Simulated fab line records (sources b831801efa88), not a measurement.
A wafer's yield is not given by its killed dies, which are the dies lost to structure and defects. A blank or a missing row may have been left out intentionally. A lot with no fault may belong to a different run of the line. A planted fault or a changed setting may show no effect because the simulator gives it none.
The tool behind it: which one? || flow gf180mcu || 36 wafers from 12 lots sampled at 2 of the route's 602 steps

WHAT EACH GAUGE READ, for each wafer
GF_VT_IMPLANT_TW_MEAS_32.
{"lot": "L075", "measured": "day 7 06:11", "on": "filmMetro-04", "VT_IMPLANT_3_TW": "269.1 269.1 268.1"}
{"lot": "L077", "measured": "day 7 13:53", "on": "filmMetro-04", "VT_IMPLANT_3_TW": "269.4 269.3 269.3"}
{"lot": "L079", "measured": "day 8 05:29", "on": "filmMetro-02", "VT_IMPLANT_3_TW": "271.3 271.0 270.3"}
{"lot": "L081", "measured": "day 8 15:56", "on": "filmMetro-04", "VT_IMPLANT_3_TW": "269.4 271.2 271.8"}
{"lot": "L083", "measured": "day 9 08:48", "on": "filmMetro-04", "VT_IMPLANT_3_TW": "270.9 269.7 269.6"}
{"lot": "L085", "measured": "day 9 21:41", "on": "filmMetro-01", "VT_IMPLANT_3_TW": "269.8 267.9 268.0"}
{"lot": "L087", "measured": "day 10 16:37", "on": "filmMetro-04", "VT_IMPLANT_3_TW": "271.4 270.8 269.5"}
{"lot": "L089", "measured": "day 11 02:21", "on": "filmMetro-01", "VT_IMPLANT_3_TW": "270.2 271.0 271.0"}
{"lot": "L091", "measured": "day 11 13:51", "on": "filmMetro-01", "VT_IMPLANT_3_TW": "269.3 271.1 270.9"}
{"lot": "L093", "measured": "day 12 03:35", "on": "filmMetro-04", "VT_IMPLANT_3_TW": "269.3 267.9 268.0"}
{"lot": "L095", "measured": "day 12 17:58", "on": "filmMetro-04", "VT_IMPLANT_3_TW": "268.9 270.7 270.1"}
{"lot": "L097", "measured": "day 13 03:11", "on": "filmMetro-01", "VT_IMPLANT_3_TW": "269.9 270.2 269.9"}

WHAT TOOL EACH LOT RAN ON (gives the tool, then ch and the chambers of the sampled wafers, and finally the start)
{"lot": "L075", "GF_NWELL_STRIP_10": "plasmaAsher-03 ch 0,1, day 3 16:08"}
{"lot": "L077", "GF_NWELL_STRIP_10": "plasmaAsher-02 ch 0,1, day 3 23:11"}
{"lot": "L079", "GF_NWELL_STRIP_10": "plasmaAsher-02 ch 0,1, day 4 11:41"}
{"lot": "L081", "GF_NWELL_STRIP_10": "plasmaAsher-02 ch 0,1, day 4 20:50"}
{"lot": "L083", "GF_NWELL_STRIP_10": "plasmaAsher-04 ch 0,1, day 5 10:19"}
{"lot": "L085", "GF_NWELL_STRIP_10": "plasmaAsher-04 ch 0,1, day 5 21:02"}
{"lot": "L087", "GF_NWELL_STRIP_10": "plasmaAsher-03 ch 0,1, day 6 13:31"}
{"lot": "L089", "GF_NWELL_STRIP_10": "plasmaAsher-02 ch 0,1, day 6 19:47"}
{"lot": "L091", "GF_NWELL_STRIP_10": "plasmaAsher-02 ch 0,1, day 7 06:19"}
{"lot": "L093", "GF_NWELL_STRIP_10": "plasmaAsher-04 ch 0,1, day 7 16:40"}
{"lot": "L095", "GF_NWELL_STRIP_10": "plasmaAsher-03 ch 0,1, day 8 04:04"}
{"lot": "L097", "GF_NWELL_STRIP_10": "plasmaAsher-03 ch 0,1, day 8 12:41"}
- GF_NWELL_STRIP_10: strips in O2/N2.

THE ANSWER, worked out from the rows above alone
Rule: what is usual is taken from the lots themselves. Put in order of their means at a reading, lots are off if they are a third of the lots or fewer, leave a main group of 4 or more, and stand apart from it by a gap of 3 or more times the standard deviation of the main group's means; of several such gaps the widest counts. Not used: any main group whose means are identical at the precision the tables above print for the reading. A lot without any number at a reading at which 4 lots or more have one is off too. All remaining lots with rows at the step are treated as sound.
Nothing can be told from this: no lot is off at any reading shown.

WHAT THE SIMULATOR PUT IN
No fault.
